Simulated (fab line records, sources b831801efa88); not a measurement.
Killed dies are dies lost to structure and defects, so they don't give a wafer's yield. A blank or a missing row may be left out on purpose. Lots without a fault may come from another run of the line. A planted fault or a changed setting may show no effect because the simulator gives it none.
fab line records | flow sky130
record lots=6 wafers=18 last_day=50
route steps=708 shown VIA4@645 METAL5@661 PAD_OPEN@708
lots that met no fault: from a run of the same line without faults
start_h: hours from the record's first day to the start of the lot's first wafer shown | wait_h: hours since the lot's step before | " the same as in the row above | L1.1+2: a row that stands for several wafers | - no value, or no start given | * or withheld: withheld | < > ~ a bound
route shown NAME@n: a module of which the file shows steps, and the number in the route of the first | usual: mean/standard deviation of fault-free wafers | same: alike in all rows | chamber/n: place in a boat | sites: the reading at each site | _std_site: their standard deviation | _edge_site: outer sites' mean less inner sites' | radius_mm: how far each site lies from the wafer's centre | mask NAME#n: copy n | behind: the tool/chamber that last shaped the wafer | hold: why the lot was held/for how many hours/how that ended | device: the transistor (n, p or np) that didn't switch | end of line: the same wafers' tests at the end of the route | a step without rows: its recipe alone | killed: dies lost to structure and defects at the first sort, not the wafer's yield | map: a wafer's dies, x killed, . not, _ none there
set.NAME: the setting as run; set.NAME@STEP: as run at that earlier step | model.NAME: the simulator's own value behind a step, which no gauge read
lots at some steps of the route; a table a step, a row a wafer
services: from which hour (start_h, from the record's first day; less than 0 if before it) a tool's chamber was out of use, for how many hours, and why
## steps
# step SKY_VIA4_COAT_06
# recipe resist=NOVOLAK spin_rpm=3000 resist_thk_nm=1140
# step SKY_VIA4_SOFTBAKE_07
# recipe temp_c=90 time_s=60 resist=NOVOLAK
# step SKY_VIA4_EXPOSE_08
# recipe mask_id=VIM4 na=0.6 source_shape=conventional sigma_outer=0.6 polarization=unpolarized target_cd_nm=800 dose_mj=132
# step SKY_VIA4_PEB_09
# recipe temp_c=withheld time_s=* resist=NOVOLAK
# step SKY_VIA4_DEVELOP_10
# recipe resist=NOVOLAK developer=TMAH develop_time_s=60 dev_temp_c=23
# step SKY_VIA4_OVL_MEAS_11
# usual VIA4_OVL=-2.1/1.1
# columns lot.wafer tool chamber start_h wait_h VIA4_OVL[nm]
L625.1 overlay-02 - 1024.60 0.1 0.7
L625.5 " - " " -0.6
L625.6 " - " " -2.4
L627.1 overlay-01 - 1049.12 0.1 -1.2
L627.5 " - " " -1.7
L627.6 " - " " -2.6
L634.1 overlay-01 - 1092.95 0.1 -3.4
L634.4 " - " " -2.2
L634.6 " - " " -2.8
L639.2 overlay-01 - 1119.91 0.1 -3.3
L639.5 " - " " -3.2
L639.6 " - " " -2.3
L643.4 overlay-01 - 1133.67 0.1 -2.4
L643.5 " - " " -3.7
L643.6 " - " " -5.4
L644.3 overlay-01 - 1139.23 0.1 -2.4
L644.4 " - " " -2.0
L644.6 " - " " -0.8
# step SKY_VIA4_ETCH_12
# recipe target=SiO2 chemistry=C4F8/O2/Ar stop_on=TiN mask_material=NOVOLAK source_w=1500 bias_w=1200 pressure_mtorr=40 c4f8_flow_sccm=withheld O2_flow_sccm=6 Ar_flow_sccm=300 time_s=withheld target_depth_a=5800
# usual oes_product_au=0.926/0.004
# columns lot.wafer tool chamber start_h wait_h oes_product_au
L625.1 rie_diel-04 1 1024.63 0.0 0.917
L625.5 " 0 " " 0.924
L625.6 " 1 " " 0.926
L627.1 rie_diel-01 1 1049.16 0.0 0.923
L627.5 " 3 " " 0.929
L627.6 " 1 " " 0.933
L634.1 rie_diel-02 1 1092.98 0.0 0.923
L634.4 " 1 " " 0.931
L634.6 " 3 " " 0.932
L639.2 rie_diel-02 0 1119.94 0.0 0.921
L639.5 " 3 " " 0.920
L639.6 " 2 " " 0.924
L643.4 rie_diel-01 1 1133.69 0.0 0.922
L643.5 " 3 " " 0.926
L643.6 " 0 " " 0.920
L644.3 rie_diel-04 1 1139.26 0.0 0.928
L644.4 " 3 " " 0.922
L644.6 " 3 " " 0.929
# step SKY_VIA4_STRIP_13
# recipe chemistry=O2/N2 power_w=1400 pressure_mtorr=1500 platen_temp_c=withheld o2_flow_sccm=3000 n2_flow_sccm=300 overash_fraction=0.5
# usual drypump_motor_current_A=6.03/0.29 oes_product_au=0.709/0.0045 strip_time_to_endpoint_s=12.796/0.025
# same overash_fraction=0.5
# columns lot.wafer tool chamber start_h wait_h drypump_motor_current_A oes_product_au rf_hours_counter_h strip_time_to_endpoint_s
L625.1 plasma_asher-02 1 1024.71 - 5.54 0.712 60 12.791
L625.5 " 0 " " 5.89 0.708 - 12.781
L625.6 " 1 " " 5.57 0.706 - 12.818
L627.1 plasma_asher-01 1 1049.23 - 6.14 0.698 123 12.783
L627.5 " 0 " " 6.15 0.711 - 12.810
L627.6 " 1 " " 6.12 0.706 - 12.805
L634.1 plasma_asher-03 1 1093.06 - 5.80 0.708 94 12.779
L634.4 " 1 " " 5.80 0.707 - 12.795
L634.6 " 0 " " 6.44 0.707 - 12.773
L639.2 plasma_asher-03 0 1120.01 - 6.48 0.712 97 12.755
L639.5 " 0 " " 6.44 0.714 - 12.777
L639.6 " 1 " " 5.77 0.713 - 12.839
L643.4 plasma_asher-03 0 1133.79 - 6.45 0.705 - 12.770
L643.5 " 0 " " 6.44 0.705 - 12.833
L643.6 " 1 " " 5.82 0.712 - 12.795
L644.3 plasma_asher-02 0 1139.36 - 5.92 0.706 - 12.821
L644.4 " 1 " " 5.55 0.708 - 12.780
L644.6 " 1 " " 5.54 0.714 - 12.815
# step SKY_VIA4_STRIP_14
# recipe chemistry=post_etch_residue_remover time_s=1200 temp_c=72.5
# step SKY_VIA4_CLEAN_15
# recipe chemistry=IPA time_s=180 temp_c=25
# step SKY_VIA4_CLEAN_16
# recipe chemistry=O3/DIW dry=n2_spin
# step SKY_VIA4_SPUTTER_17
# recipe material=TiN target_thk_nm=20 chamber_pressure_pa=5 power_w=4000 time_s=80
# usual throttle_valve_pct=29.4/0.94
# columns lot.wafer tool chamber start_h wait_h throttle_valve_pct
L625.1 pvd_sputter-03 - 1025.32 0.0 28.4
L625.5 " - " " 28.1
L625.6 " - " " 28.4
L627.1 pvd_sputter-04 - 1050.25 0.0 29.9
L627.5 " - " " 29.9
L627.6 " - " " 29.7
L634.1 pvd_sputter-04 - 1093.65 0.0 30.0
L634.4 " - " " 30.2
L634.6 " - " " 29.6
L639.2 pvd_sputter-02 - 1120.60 0.0 30.3
L639.5 " - " " 29.1
L639.6 " - " " 30.2
L643.4 pvd_sputter-03 - 1134.36 0.0 28.2
L643.5 " - " " 27.9
L643.6 " - " " 28.4
L644.3 pvd_sputter-03 - 1139.92 0.0 28.1
L644.4 " - " " 28.2
L644.6 " - " " 28.2
# step SKY_VIA4_CVD_18
# recipe material=W target_thk_nm=505 time_s=152.14 temp_c=400 pressure_torr=40
# usual heater_power_w=871/85 susceptor_temp_C=400.01/0.22
# columns lot.wafer tool chamber start_h wait_h heater_power_w since_wet_clean_h susceptor_temp_C model.W_of_VIA4_CVD_18.thk_nm
L625.1 cvd_w-01 0 1025.38 0.0 1030 621 421.04 718.9
L625.5 " 0 " " 1008 - 421.30 722.1
L625.6 " 1 " " 1086 - 420.73 717.4
L627.1 cvd_w-01 1 1050.31 0.0 1094 646 420.77 724.4
L627.5 " 1 " " 1053 - 420.85 721.2
L627.6 " 0 " " 1009 - 421.00 723.5
L634.1 cvd_w-02 1 1093.72 0.0 892 176 400.04 508.9
L634.4 " 0 " " 724 - 399.96 507.5
L634.6 " 1 " " 862 - 399.99 500.2
L639.2 cvd_w-01 0 1120.66 0.0 896 717 400.52 504.7
L639.5 " 0 " " 907 - 400.03 510.4
L639.6 " 1 " " 972 - 399.66 504.1
L643.4 cvd_w-02 0 1134.48 0.1 741 - 400.09 509.1
L643.5 " 0 " " 728 - 400.04 502.6
L643.6 " 1 " " 877 - 400.14 498.2
L644.3 cvd_w-01 1 1140.03 0.1 945 - 400.33 500.8
L644.4 " 0 " " 896 - 399.72 496.3
L644.6 " 1 " " 941 - 400.31 496.3
# step SKY_VIA4_RS_MEAS_19
# recipe thk_meas_gauge=four-point-probe reads=W_of_VIA4_CVD_18+TiN_of_VIA4_SPUTTER_17
# usual VIA4_W_RS=0.2277/0.0021
# columns lot.wafer tool chamber start_h wait_h VIA4_W_RS[ohm/sq]
L625.1 film_metro-01 - 1025.53 0.1 0.1587
L625.5 " - " " 0.1580
L625.6 " - " " 0.1592
L627.1 film_metro-03 - 1050.47 0.1 0.1570
L627.5 " - " " 0.1582
L627.6 " - " " 0.1577
L634.1 film_metro-03 - 1093.87 0.1 0.2245
L634.4 " - " " 0.2254
L634.6 " - " " 0.2280
L639.2 film_metro-01 - 1120.83 0.1 0.2268
L639.5 " - " " 0.2245
L639.6 " - " " 0.2268
L643.4 film_metro-04 - 1134.64 0.1 0.2250
L643.5 " - " " 0.2272
L643.6 " - " " 0.2303
L644.3 film_metro-04 - 1140.17 0.1 0.2280
L644.4 " - " " 0.2305
L644.6 " - " " 0.2305
# step SKY_VIA4_THK_MEAS_20
# recipe thk_meas_gauge=xrf reads=W_of_VIA4_CVD_18
# usual VIA4_W_THK=512/5.6
# columns lot.wafer tool chamber start_h wait_h VIA4_W_THK[nm]
L625.1 film_metro-01 - 1025.65 0.1 741
L625.5 " - " " 744
L625.6 " - " " 736
L627.1 film_metro-03 - 1050.59 0.1 758
L627.5 " - " " 755
L627.6 " - " " 752
L634.1 film_metro-03 - 1093.99 0.1 523
L634.4 " - " " 521
L634.6 " - " " 513
L639.2 film_metro-01 - 1120.94 0.1 513
L639.5 " - " " 519
L639.6 " - " " 509
L643.4 film_metro-04 - 1134.73 0.1 516
L643.5 " - " " 508
L643.6 " - " " 502
L644.3 film_metro-04 - 1140.27 0.1 507
L644.4 " - " " 504
L644.6 " - " " 504
# step SKY_VIA4_CMP_21
# recipe stop_on=SiO2 t_overpolish_s=25 down_force_psi=3.5 platen_rpm=60 target_thk_nm=0 pad_velocity_m_s=0.94248
# usual motor_current_A=10.7/1.1 time_to_endpoint_s=122/4.1
# columns lot.wafer tool chamber start_h wait_h motor_current_A time_to_endpoint_s
L625.1 cmp-01 1 1025.76 0.1 11.7 178
L625.6 " 0 " " 9.8 173
L625.5 " 1 " " 11.7 179
L627.1 cmp-01 0 1050.75 0.1 10.6 169
L627.5 " 2 " " 11.9 172
L627.6 " 3 " " 10.1 175
L634.4 cmp-01 1 1094.17 0.1 12.0 132
L634.1 " 3 " " 10.5 122
L634.6 " 2 " " 12.6 123
L639.2 cmp-01 2 1120.99 0.0 12.1 125
L639.6 " 2 " " 12.2 121
L639.5 " 3 " " 10.4 123
L643.4 cmp-01 0 1134.86 0.1 9.7 126
L643.5 " 2 " " 11.7 125
L643.6 " 3 " " 10.4 126
L644.3 cmp-02 0 1140.41 0.1 9.7 127
L644.4 " 1 " " 10.8 118
L644.6 " 3 " " 10.5 124
# step SKY_METAL5_SPUTTER_00
# recipe material=Ti target_thk_nm=15 power_w=3000 time_s=10 chamber_pressure_pa=0.4
# usual throttle_valve_pct=29.5/1
# columns lot.wafer tool chamber start_h wait_h throttle_valve_pct
L625.1 pvd_sputter-02 - 1026.01 0.2 30.2
L625.5 " - " " 30.4
L625.6 " - " " 30.8
L627.1 pvd_sputter-01 - 1050.95 0.1 29.2
L627.5 " - " " 29.3
L627.6 " - " " 30.5
L634.1 pvd_sputter-03 - 1094.47 0.1 28.2
L634.4 " - " " 30.1
L634.6 " - " " 28.5
L639.2 pvd_sputter-03 - 1121.29 0.2 28.0
L639.5 " - " " 28.2
L639.6 " - " " 27.9
L643.4 pvd_sputter-02 - 1135.07 0.2 30.7
L643.5 " - " " 30.1
L643.6 " - " " 30.7
L644.3 pvd_sputter-03 - 1140.61 0.1 28.3
L644.4 " - " " 28.5
L644.6 " - " " 28.2
# step SKY_PAD_OPEN_PROBE_99
# usual defect_limited_yield=82.5/1.9 killed_at_M0_to_M3=44/7.3 killed_at_M4_up=3.1/1.9 killed_at_contacts=24/5.3 killed_at_front_end=15/4 killed_at_other=0.4/0.6 killed_dies=86/9.2 killed_open=47/6.9 killed_short=39/6.9 sort_bin_3_pad_short=0.8/0.41 sort_bin_5_function=10.6/1.5 sort_bin_6_memory=6.1/1.1 sort_n_pass=406/9.2 sort_yield_pct=82.5/1.9
# same gross_dies=492 killed_at_back_side=0 sort_bin_4_leakage[%]=0 sort_bin_8_speed[%]=0
# columns lot.wafer tool chamber start_h wait_h defect_limited_yield[%] killed_at_M0_to_M3 killed_at_M4_up killed_at_contacts killed_at_front_end killed_at_other killed_dies killed_open killed_short sort_bin_3_pad_short[%] sort_bin_5_function[%] sort_bin_6_memory[%] sort_n_pass sort_yield_pct[%]
L625.1 prober-02 - 1094.53 0.1 81.9 44 1 27 17 0 89 47 42 0.6 12.2 5.3 403 81.9
L625.5 prober-02 - 1094.73 0.2 79.7 48 8 26 16 2 100 51 48 1.4 12.8 6.1 392 79.7
L625.6 prober-02 - 1094.78 0.2 83.1 45 9 19 10 0 83 37 46 0.8 10.0 6.1 409 83.1
L627.1 prober-02 - 1115.76 0.1 86.0 31 0 25 13 0 69 45 24 0.4 8.3 5.3 423 86.0
L627.5 prober-02 - 1115.96 0.2 81.7 49 0 21 20 0 90 41 49 1.6 11.8 4.9 402 81.7
L627.6 prober-02 - 1116.01 0.2 86.0 32 3 21 13 0 69 39 30 0.4 7.3 6.3 423 86.0
L634.1 prober-02 - 1154.71 0.1 80.9 43 2 29 19 1 94 43 51 0.8 12.2 6.1 398 80.9
L634.4 prober-02 - 1154.86 0.2 82.9 47 2 18 17 0 84 48 35 0.6 11.2 5.3 408 82.9
L634.6 prober-02 - 1154.96 0.2 79.9 43 5 32 19 0 99 57 42 1.6 12.0 6.5 393 79.9
L644.3 prober-01 - 1195.16 0.2 81.5 37 7 35 12 0 91 51 39 0.2 11.4 6.9 401 81.5
L644.4 prober-01 - 1195.21 0.2 83.1 35 4 24 20 0 83 51 31 0.6 10.6 5.7 409 83.1
L644.6 prober-01 - 1195.31 0.2 80.1 45 2 33 18 0 98 48 50 0.2 12.6 7.1 394 80.1
# killed by level:class
L625.1 VIA1:geometric_particle:open=12 VIA3:geometric_particle:open=9 CONTACT:geometric_particle:open=9 METAL1:geometric_particle:short=8 LI_CONTACT:geometric_particle:short=6 FIELD_ISO:geometric_particle:open=5 CONTACT:geometric_particle:short=5 FIELD_ISO:geometric_particle:short=4
L625.5 LI_CONTACT:geometric_particle:open=13 VIA1:geometric_particle:short=12 VIA3:geometric_particle:open=9 VIA1:geometric_particle:open=8 METAL4:geometric_particle:short=7 VIA2:geometric_particle:open=6 FIELD_ISO:geometric_particle:open=5 FIELD_ISO:geometric_particle:short=5
L625.6 METAL2:geometric_particle:short=9 VIA3:geometric_particle:open=9 LI_CONTACT:geometric_particle:open=7 METAL1:geometric_particle:short=7 METAL4:geometric_particle:short=7 CONTACT:geometric_particle:open=6 VIA1:geometric_particle:open=6 VIA1:geometric_particle:short=5
L627.1 VIA1:geometric_particle:open=10 LI_CONTACT:geometric_particle:open=8 CONTACT:geometric_particle:open=8 METAL2:geometric_particle:short=5 VIA3:geometric_particle:open=5 FIELD_ISO:geometric_particle:open=3 POLY_GATE:geometric_particle:short=3 LOCAL_INTERCONNECT:geometric_particle:open=3
L627.5 CONTACT:geometric_particle:open=8 METAL1:geometric_particle:short=8 METAL2:geometric_particle:short=8 VIA2:geometric_particle:open=7 VIA2:geometric_particle:short=6 POLY_GATE:geometric_particle:short=5 LI_CONTACT:geometric_particle:open=5 VIA3:geometric_particle:open=5
L627.6 CONTACT:geometric_particle:open=9 VIA1:geometric_particle:open=7 CONTACT:geometric_particle:short=5 VIA2:geometric_particle:open=5 VIA3:geometric_particle:open=5 POLY_GATE:geometric_particle:open=4 FIELD_ISO:geometric_particle:short=3 LI_CONTACT:geometric_particle:open=3
L634.1 CONTACT:geometric_particle:open=10 VIA2:geometric_particle:open=8 VIA3:geometric_particle:open=7 FIELD_ISO:geometric_particle:short=6 CONTACT:geometric_particle:short=6 VIA1:geometric_particle:open=6 VIA3:geometric_particle:short=6 LOCAL_INTERCONNECT:geometric_particle:short=5
L634.4 VIA2:geometric_particle:open=13 VIA1:geometric_particle:open=8 FIELD_ISO:geometric_particle:open=6 LI_CONTACT:geometric_particle:open=6 VIA2:geometric_particle:short=6 CONTACT:geometric_particle:open=5 METAL1:geometric_particle:short=5 CONTACT:geometric_particle:short=4
L634.6 LI_CONTACT:geometric_particle:open=12 CONTACT:geometric_particle:open=10 VIA1:geometric_particle:open=7 VIA1:geometric_particle:short=6 VIA2:geometric_particle:open=6 VIA3:geometric_particle:open=6 FIELD_ISO:geometric_particle:open=4 CONTACT:geometric_particle:short=4
L644.3 CONTACT:geometric_particle:open=12 LI_CONTACT:geometric_particle:open=12 VIA1:geometric_particle:open=11 LOCAL_INTERCONNECT:geometric_particle:short=7 VIA1:geometric_particle:short=5 VIA3:geometric_particle:short=5 METAL4:geometric_particle:short=4 METAL2:geometric_particle:short=3
L644.4 CONTACT:geometric_particle:open=12 VIA1:geometric_particle:open=11 VIA3:geometric_particle:open=8 FIELD_ISO:geometric_particle:open=4 POLY_GATE:geometric_particle:short=4 FIELD_ISO:geometric_particle:short=3 POLY_GATE:geometric_particle:open=3 SPACER:geometric_particle:open=3
L644.6 CONTACT:geometric_particle:open=10 LI_CONTACT:geometric_particle:open=8 METAL2:geometric_particle:short=8 FIELD_ISO:geometric_particle:open=7 CONTACT:geometric_particle:short=7 VIA3:geometric_particle:open=7 METAL1:geometric_particle:short=6 VIA1:geometric_particle:open=6
## services
# columns tool chamber start_h hours kind
cmp-01 - 1018.51 1.3 repair
rie_diel-02 1 1026.41 9.4 repair
pvd_sputter-03 - 1035.44 1.0 repair
rie_diel-01 2 1047.87 7.3 repair
rie_diel-04 - 1051.01 0.2 repair
rie_diel-02 - 1052.24 15.6 pm
plasma_asher-01 - 1055.25 9.0 pm
cvd_w-02 - 1057.92 1.6 repair
pvd_sputter-01 - 1066.16 3.6 repair
rie_diel-01 0 1078.34 1.3 repair
pvd_sputter-01 - 1078.77 29.8 repair
cvd_w-02 - 1079.15 6.0 pm
plasma_asher-02 - 1081.92 1.0 repair
cmp-02 - 1083.38 6.2 pm
rie_diel-02 2 1086.27 10.0 repair
cmp-02 - 1089.57 4.0 pm
cmp-02 - 1093.22 0.5 repair
rie_diel-02 3 1101.14 14.8 repair
pvd_sputter-01 - 1107.82 5.8 repair
pvd_sputter-02 - 1108.51 8.5 repair
rie_diel-04 2 1118.77 1.4 repair
plasma_asher-02 - 1129.80 4.1 repair
plasma_asher-03 - 1134.10 2.8 pm
pvd_sputter-02 - 1139.44 15.2 repair
## key
first_sign step=SKY_VIA4_CVD_18 reading=susceptor_temp_C direction=up sigmas=97 usual=* struck=*
effect step=SKY_VIA4_CVD_18 reading=heater_power_w direction=up sigmas=2.1 usual=* struck=*
effect step=SKY_VIA4_RS_MEAS_19 reading=VIA4_W_RS direction=down sigmas=32 usual=0.2277 struck=0.1581
effect step=SKY_VIA4_THK_MEAS_20 reading=VIA4_W_THK direction=up sigmas=42 usual=512 struck=748
effect step=SKY_VIA4_CMP_21 reading=time_to_endpoint_s direction=up sigmas=13 usual=* struck=*
model_effect step=SKY_VIA4_CVD_18 value=W_of_VIA4_CVD_18.thk_nm without=499.9 struck=721.3
met_at SKY_VIA4_CVD_18
struck_wafers L625.1,L625.5,L625.6,L627.1,L627.5,L627.6
fault kind=process_parameter_drift tool=cvd_w-01 chamber=- onset_h=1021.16 steps=SKY_VIA4_CVD_18 channel=temp_c offset=* shape=step end_h=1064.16 acts_in=* stated=*
